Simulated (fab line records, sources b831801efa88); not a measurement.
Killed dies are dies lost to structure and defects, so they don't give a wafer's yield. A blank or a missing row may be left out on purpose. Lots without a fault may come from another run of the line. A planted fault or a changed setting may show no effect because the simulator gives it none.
One fault seen from 2 desks | flow sfq_line | each desk has only its own numbers; what lay behind them comes last

THE METROLOGY DESK
What the gauges read, lot by lot, whatever tool the lot ran on: means of the sampled wafers that have a number. A lot is out of limits, marked OUT, if its mean lies more than 4 standard deviations from the usual mean; the brackets give that distance.
Columns: A = I1_OVL at SFQ_I1_OVL_MEAS_913, usual 2 nm; B = I7_OVL at SFQ_I7_OVL_MEAS_947, usual -1 nm
lot  | first seen here | A  | B
L820 | day 23 11:31    | 6  | 0
L824 | day 25 23:31    | 5  | 5
L826 | day 26 01:55    | 8  | -3
L827 | day 26 04:00    | 3  | -3
L828 | day 26 14:20    | -2 | 0
L830 | day 27 16:08    | 12 | 1
L831 | day 28 13:44    | 6  | -6
L832 | day 28 21:37    | -0 | -7
L833 | day 29 00:01    | 3  | -9
L835 | day 29 02:25    | -9 | -2
L838 | day 29 09:05    | -6 | -
L841 | day 29 13:51    | 5  | -
L842 | day 36 00:47    | -2 | 4
L843 | day 36 07:58    | -5 | 4
This desk's finding: nothing out of limits on any of the 14 lots.

THE TOOL OWNER'S DESK: litho_track-03
The tool's own readings at SFQ_TRILAYER_I7_VIA_LITHO_PEB_190 (peb time 60 s): means of the sampled wafers that have a number, for each lot that ran on this tool. A lot is out of limits, marked OUT, if its mean lies more than 4 standard deviations from the usual mean; the brackets give that distance.
Columns: A = exhaust_pa at SFQ_TRILAYER_I7_VIA_LITHO_PEB_190, usual 45.0 Pa; B = heater_power_total_W at SFQ_TRILAYER_I7_VIA_LITHO_PEB_190, usual 79.15 W
lot  | first seen here | A    | B
L826 | day 77 19:02    | 45.5 | 79.17
L831 | day 79 04:01    | 44.8 | 79.20
L832 | day 79 11:11    | 44.1 | 79.18
L833 | day 79 13:34    | 44.7 | 79.10
L835 | day 84 07:54    | 45.6 | 79.11
L838 | day 84 20:00    | 45.2 | 112.91 (+99 or more) OUT
L841 | day 85 04:25    | 46.1 | 112.97 (+99 or more) OUT
This desk's finding: out of limits on L838, L841; first on L838, day 84 20:00 (heater_power_total_W at SFQ_TRILAYER_I7_VIA_LITHO_PEB_190). In limits: L826, L831, L832, L833, L835.

PUT TOGETHER
The tool owner's desk could have raised an alarm at day 84 20:00, on L838, L841.
The metrology desk saw nothing out of limits.
The metrology desk has L838, L841 on record, within its limits.
Of the lots named, all ran SFQ_TRILAYER_I7_VIA_LITHO_PEB_190 on litho_track-03.

WHAT THE SIMULATOR HAD PUT IN
Process parameter drift: litho_track-03, from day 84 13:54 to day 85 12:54, at SFQ_TRILAYER_I7_VIA_LITHO_PEB_190. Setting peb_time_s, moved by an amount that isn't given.
Lots struck among those shown: L838, L841.
Hours from the fault's start to each desk's first reading out of limits: the tool owner's desk, 6.
